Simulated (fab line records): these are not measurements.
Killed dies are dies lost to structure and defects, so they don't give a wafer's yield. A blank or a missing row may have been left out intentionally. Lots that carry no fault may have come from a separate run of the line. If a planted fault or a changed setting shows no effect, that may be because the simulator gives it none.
Comparing a struck lot with a sound one ; flow sfq line ; 13 out of 325 route steps
Sound: the wafers L531.2, L531.3, L531.5. Struck: wafer L548.3; the same lot's L548.2 was not struck, so it is left out; see the end for the cause.
At each step with rows: each side's tool, then ch and its chambers, then its first start. Under that, the readings that differ: sound wafers ; struck wafers ; difference of the means ; sigmas: that difference in standard deviations of wafers without a fault.
alike: same words and numbers on both sides, and readings whose means sit less than 2 such deviations apart. not compared: any withheld reading, any reading some wafer has no value for, any bound like >300 that may hide the same value, and any number with overlapping values for which the record gives no deviation.
A row with sigmas, a row that says differs or no value, or rows on one side alone: a step with any of these is where the two part. Numbers that don't overlap but have no deviation are shown without sigmas and don't part them. A reading missing from all wafers of one side parts the sides only when that side holds two or more wafers.

SFQ_INCOMING_BOW_MEAS_900:
  sound: film metro-03 at day 2 06:01; struck: film metro-04 at day 5 19:01
  alike: INCOMING_BOW
then, 1 step without rows for these wafers: SFQ_TRILAYER_INCOMING_OXIDATION_002 (target thk 500 nm, ox time 4939 s).
SFQ_TRILAYER_L0_DEP_SPUTTER_003: material MoNx KI, target thk 40 nm, time 100 s.
  sound: pvd sputter-03 at day 2 08:29; struck: pvd sputter-03 at day 5 21:29
reading;sound;struck;difference;sigmas
model.MoNx_KI_of_TRILAYER_L0_DEP_SPUTTER_003.thk nm (nm);39.84 39.9 39.7;41.89;+2.08;
  alike: throttle valve pct
SFQ_L0_RS_MEAS_901: measures by four-point-probe.
  sound: film metro-02 at day 2 08:35; struck: film metro-04 at day 5 21:52
reading;sound;struck;difference;sigmas
L0_MONX_KI_RS (ohm/sq);43.7 43.6 43.9;41.5;-2.2;-5
  not compared: hold
SFQ_L0_THK_MEAS_902: measures by xrf.
  sound: film metro-02 at day 2 08:41; struck: film metro-04 at day 6 00:35
reading;sound;struck;difference;sigmas
L0_MONX_KI_THK (nm);39.2 39.5 39.3;41.6;+2.3;+5
  not compared: hold
then, 5 steps without rows for these wafers: SFQ_TRILAYER_L0_LITHO_COAT_005 (resist thk 600 nm); SFQ_TRILAYER_L0_LITHO_SOFTBAKE_009; SFQ_TRILAYER_L0_LITHO_EXPOSE_006 (exposes mask L0, target cd 2000 nm); SFQ_TRILAYER_L0_LITHO_PEB_008 (peb time 60 s); SFQ_TRILAYER_L0_LITHO_DEVELOP_007 (time 60 s).
-- the record jumps here: 3 days lie between the struck wafers' starts before and after --
SFQ_TRILAYER_L0_BARC_OPEN_METAL_ETCH_010: etches BARC in O2, target depth 125 nm, time 41.7 s.
  sound on rie metal-03 ch 0,1, day 5 06:37; struck on rie metal-03 ch 1, day 9 04:20
  alike: drypump motor current A, oes product au
  not compared: rf hours counter h
SFQ_TRILAYER_L0_ETCH_METAL_ETCH_008: etches MoNx KI in SF6/O2, stops on SiO2, target depth 50 nm, time 25 s.
  sound on rie metal-03 ch 0,1, day 5 06:40; struck on rie metal-03 ch 1, day 9 04:23
reading;sound;struck;difference;sigmas
oes product au (a.u.);0.871 0.869 0.870;0.898;+0.028;+4
  alike: drypump motor current A
  not compared: rf hours counter h
SFQ_TRILAYER_L0_STRIP_STRIP_009: strips in O2.
  sound on rie metal-03 ch 0,1, day 5 06:43; struck on rie metal-03 ch 1, day 9 04:26
  alike: drypump motor current A, oes product au
  not compared: rf hours counter h

## WHERE THEY PART
First at SFQ_L0_RS_MEAS_901; last, within this record, at SFQ_TRILAYER_L0_ETCH_METAL_ETCH_008. Later steps at which nothing parts them and some readings are alike: SFQ_TRILAYER_L0_STRIP_STRIP_009.

WHY: what the simulator had put in
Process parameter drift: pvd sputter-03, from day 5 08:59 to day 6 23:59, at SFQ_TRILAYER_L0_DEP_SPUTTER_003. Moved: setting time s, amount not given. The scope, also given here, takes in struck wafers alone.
